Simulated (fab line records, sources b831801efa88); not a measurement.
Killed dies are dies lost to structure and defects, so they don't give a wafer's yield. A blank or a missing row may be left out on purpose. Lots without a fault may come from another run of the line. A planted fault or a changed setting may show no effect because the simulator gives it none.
One fault seen from 2 desks | flow sky130 | each desk has only its own numbers; what lay behind them comes last

THE METROLOGY DESK
What the gauges read, lot by lot, whatever tool the lot ran on: means of the sampled wafers that have a number. A lot is out of limits, marked OUT, if its mean lies more than 4 standard deviations from the usual mean; the brackets give that distance.
Columns: A = INCOMING_BOW at SKY_FIELD_ISO_BOW_MEAS_00, usual 0 um; B = NWELL_00_OVL at SKY_NWELL_OVL_MEAS_10, usual -0.5 nm
lot  | first seen here | A  | B
L260 | day 1 10:01     | 1  | 0.5
L261 | day 1 15:02     | -1 | -0.7
L264 | day 2 06:00     | 1  | -1.3
L266 | day 2 16:02     | -1 | -0.0
L270 | day 3 12:01     | -6 | 0.9
L271 | day 3 17:01     | -2 | -0.3
L272 | day 3 22:04     | 1  | -0.2
L274 | day 4 08:00     | 2  | -2.1
L279 | day 5 09:00     | -1 | -3.3
L280 | day 5 14:01     | -2 | -0.4
L282 | day 6 00:00     | 3  | 1.9
L283 | day 6 05:00     | 2  | -0.4
This desk's finding: nothing out of limits on any of the 12 lots.

THE TOOL OWNER'S DESK: rie_diel-04
The tool's own readings at SKY_FIELD_ISO_ETCH_14 (etches BARC in N2/H2, stops on SiO2, time 45.9 s, target depth 60 nm): means of the sampled wafers that have a number, for each lot that ran on this tool. A lot is out of limits, marked OUT, if its mean lies more than 4 standard deviations from the usual mean; the brackets give that distance.
Columns: A = drypump_motor_current_A at SKY_FIELD_ISO_ETCH_14, usual 5.7 A; B = oes_product_au at SKY_FIELD_ISO_ETCH_14, usual 0.855 a.u.; C = throttle_valve_pct at SKY_FIELD_ISO_ETCH_14, usual 13.225 %
lot  | first seen here | A   | B     | C
L264 | day 3 07:53     | 5.5 | 0.853 | 13.225
L266 | day 3 14:19     | 5.4 | 0.855 | 13.230
L270 | day 4 09:59     | 5.5 | 0.852 | 13.219
L271 | day 4 15:37     | 5.5 | 0.853 | 13.226
L274 | day 5 08:05     | 5.6 | 0.850 | 13.217
This desk's finding: nothing out of limits on any of the 5 lots.

PUT TOGETHER
The metrology desk saw nothing out of limits.
The tool owner's desk saw nothing out of limits.

WHAT THE SIMULATOR HAD PUT IN
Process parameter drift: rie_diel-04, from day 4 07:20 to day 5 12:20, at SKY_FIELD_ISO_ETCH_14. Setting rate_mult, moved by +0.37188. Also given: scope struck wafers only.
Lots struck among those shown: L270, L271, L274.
